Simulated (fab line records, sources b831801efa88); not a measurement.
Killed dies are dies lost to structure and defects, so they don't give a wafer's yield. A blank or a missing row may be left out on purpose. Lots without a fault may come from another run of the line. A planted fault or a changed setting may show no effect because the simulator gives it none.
Which tool did it? | flow sky130 | 15 lots, 42 wafers sampled, at 5 steps of a route of 708

WHAT THE GAUGES READ, wafer by wafer
SKY_NWELL_OVL_MEAS_10.
lot  | measured     | on         | NWELL_00_OVL (nm)
L557 | day 4 18:08  | overlay-02 | -0.8 -1.7 -5.0
L558 | day 5 02:46  | overlay-01 | 0.0 -0.5 1.5
L559 | day 5 08:38  | overlay-02 | 0.3 -1.9 -2.8
L560 | day 5 13:37  | overlay-02 | 1.0 -1.1 -0.6
L561 | day 5 15:50  | overlay-02 | -0.7 -3.2 -2.2
L562 | day 5 23:52  | overlay-01 | 0.7 1.7 1.2
L563 | day 6 07:59  | overlay-02 | -1.2 -1.4 -1.5
L568 | day 7 12:47  | overlay-01 | 0.0 -0.6
L569 | day 7 17:30  | overlay-02 | 0.9 0.0
L570 | day 7 21:23  | overlay-01 | 1.2 -0.5
L573 | day 8 20:12  | overlay-01 | -0.3 -1.4 -1.5
L576 | day 9 10:10  | overlay-02 | -2.6 -1.4 -1.4
L577 | day 9 13:10  | overlay-01 | -1.0 -2.5 -1.3
L578 | day 9 20:08  | overlay-02 | 0.2 0.6 0.9
L579 | day 10 03:25 | overlay-01 | -1.5 -1.1 -1.8

SKY_NWELL_OVL_MEAS_23.
lot  | measured     | on         | NWELL_01_OVL (nm)
L557 | day 5 12:35  | overlay-02 | -0.4 0.8 0.1
L558 | day 5 22:00  | overlay-01 | -1.1 -1.5 -1.1
L559 | day 6 03:58  | overlay-02 | -0.3 1.0 1.2
L560 | day 6 08:38  | overlay-02 | -0.5 0.6 -1.1
L561 | day 6 10:17  | overlay-02 | -0.2 0.0 -1.7
L562 | day 6 18:38  | overlay-02 | 2.4 0.7 1.7
L563 | day 7 03:05  | overlay-01 | -0.7 2.7 1.4
L568 | day 8 09:32  | overlay-01 | 0.8 1.1
L569 | day 8 14:04  | overlay-02 | 1.6 0.3
L570 | day 8 18:53  | overlay-02 | -1.3 -1.7
L573 | day 9 17:08  | overlay-02 | 1.6 -1.2 0.9
L576 | day 10 08:51 | overlay-01 | -2.2 -1.5 -2.2
L577 | day 10 11:29 | overlay-02 | -2.4 -2.0 -4.3
L578 | day 10 18:35 | overlay-02 | -0.1 0.4 1.2
L579 | day 11 01:40 | overlay-02 | 0.9 -0.5 -1.0

SKY_VT_ADJUST_HVTR_OVL_MEAS_08.
lot  | measured     | on         | VT_ADJUST_HVTR_OVL (nm)
L557 | day 9 16:54  | overlay-01 | 0.7 0.8 2.4
L558 | day 10 04:19 | overlay-01 | 0.0 -1.5 0.1
L559 | day 10 10:55 | overlay-02 | -1.1 0.4 0.8
L560 | day 10 18:07 | overlay-02 | -1.4 -0.1 -0.2
L561 | day 10 19:04 | overlay-02 | -1.6 -2.0 -1.4
L562 | day 11 04:25 | overlay-01 | 0.6 -2.3 -3.4
L563 | day 11 16:20 | overlay-01 | -2.1 -0.5 1.1
L568 | day 13 04:32 | overlay-02 | 0.7 -0.3
L569 | day 13 08:31 | overlay-02 | 0.7 -1.2
L570 | day 13 13:31 | overlay-01 | 1.6 1.2
L573 | day 14 18:55 | overlay-02 | 1.6 0.6 0.6
L576 | day 15 12:51 | overlay-02 | -0.6 -1.2 0.0
L577 | day 15 15:57 | overlay-01 | 0.2 -0.2 0.8
L578 | day 16 00:19 | overlay-02 | 0.2 -1.4 -1.3
L579 | day 16 09:48 | overlay-02 | 0.8 1.5 -1.0

SKY_SONOS_TUNNEL_CD_MEAS_07: target cd 410 nm.
lot  | measured     | on        | cd_nm (nm)
L557 | day 11 14:22 | cd_sem-01 | 413.3 414.7 412.7
L558 | day 12 01:46 | cd_sem-01 | 411.7 410.2 410.1
L559 | day 12 16:32 | cd_sem-01 | 414.1 411.2 412.7
L560 | day 12 16:34 | cd_sem-02 | 416.5 415.6 414.3
L561 | day 12 18:25 | cd_sem-01 | 405.9 408.1 407.2
L562 | day 13 04:58 | cd_sem-02 | 409.9 409.7 411.2
L563 | day 13 17:38 | cd_sem-01 | 411.3 411.2 410.4
L568 | day 15 08:55 | cd_sem-02 | 409.9 396.0
L569 | day 15 13:07 | cd_sem-02 | 408.5 398.3
L570 | day 15 19:25 | cd_sem-01 | 407.5 399.3
L573 | day 17 03:04 | cd_sem-01 | 411.6 409.6 408.3
L576 | day 17 20:34 | cd_sem-01 | 412.7 412.3 411.8
L577 | day 18 00:19 | cd_sem-01 | 411.2 412.2 411.6
L578 | day 18 10:45 | cd_sem-01 | 411.8 414.0 412.3
L579 | day 18 19:56 | cd_sem-02 | 405.7 407.4 409.8

WHICH TOOL RAN EACH LOT (tool, then ch and the chambers of the sampled wafers, then the start)
lot  | SKY_SONOS_TUNNEL_DEVELOP_06
L557 | litho_track-02 ch 0, day 11 14:13
L558 | litho_track-04 ch 0, day 12 01:38
L559 | litho_track-04 ch 0, day 12 16:23
L560 | litho_track-03 ch 0, day 12 16:25
L561 | litho_track-03 ch 0, day 12 18:16
L562 | litho_track-04 ch 0, day 13 04:50
L563 | litho_track-04 ch 0, day 13 17:29
L568 | litho_track-04 ch 0, day 15 08:47
L569 | litho_track-04 ch 0, day 15 12:59
L570 | litho_track-04 ch 0, day 15 19:17
L573 | litho_track-02 ch 0, day 17 02:55
L576 | litho_track-02 ch 0, day 17 20:25
L577 | litho_track-03 ch 0, day 18 00:10
L578 | litho_track-03 ch 0, day 18 10:36
L579 | litho_track-04 ch 0, day 18 19:47
- SKY_SONOS_TUNNEL_DEVELOP_06: develop time 60 s.

WHAT THE TOOLS THEMSELVES READ (means of the sampled wafers that have a number; where no wafer has one, the mark that the record gives instead)
The record holds no such reading with a usual standard deviation.

THE ANSWER, worked out from the rows above alone
Rule: what is usual is taken from the lots themselves. Put in order of their means at a reading, lots are off if they are a third of the lots or fewer, leave a main group of 4 or more, and stand apart from it by a gap of 3 or more times the standard deviation of the main group's means; of several such gaps the widest counts. A main group whose means are all the same, to the digits that the tables above print for the reading, isn't used. A lot without any number at a reading at which 4 lots or more have one is off too. The other lots that the step has rows for count as sound. The gauges are gone through in route order, then the tools' own readings, and for those a lot's mean is taken as printed above. The first step at which some lot is off is used, and at that step the reading that is off furthest; a lot without a number counts as furthest.
No lot is off at any reading shown: from this, nothing can be told.

WHAT THE SIMULATOR HAD PUT IN
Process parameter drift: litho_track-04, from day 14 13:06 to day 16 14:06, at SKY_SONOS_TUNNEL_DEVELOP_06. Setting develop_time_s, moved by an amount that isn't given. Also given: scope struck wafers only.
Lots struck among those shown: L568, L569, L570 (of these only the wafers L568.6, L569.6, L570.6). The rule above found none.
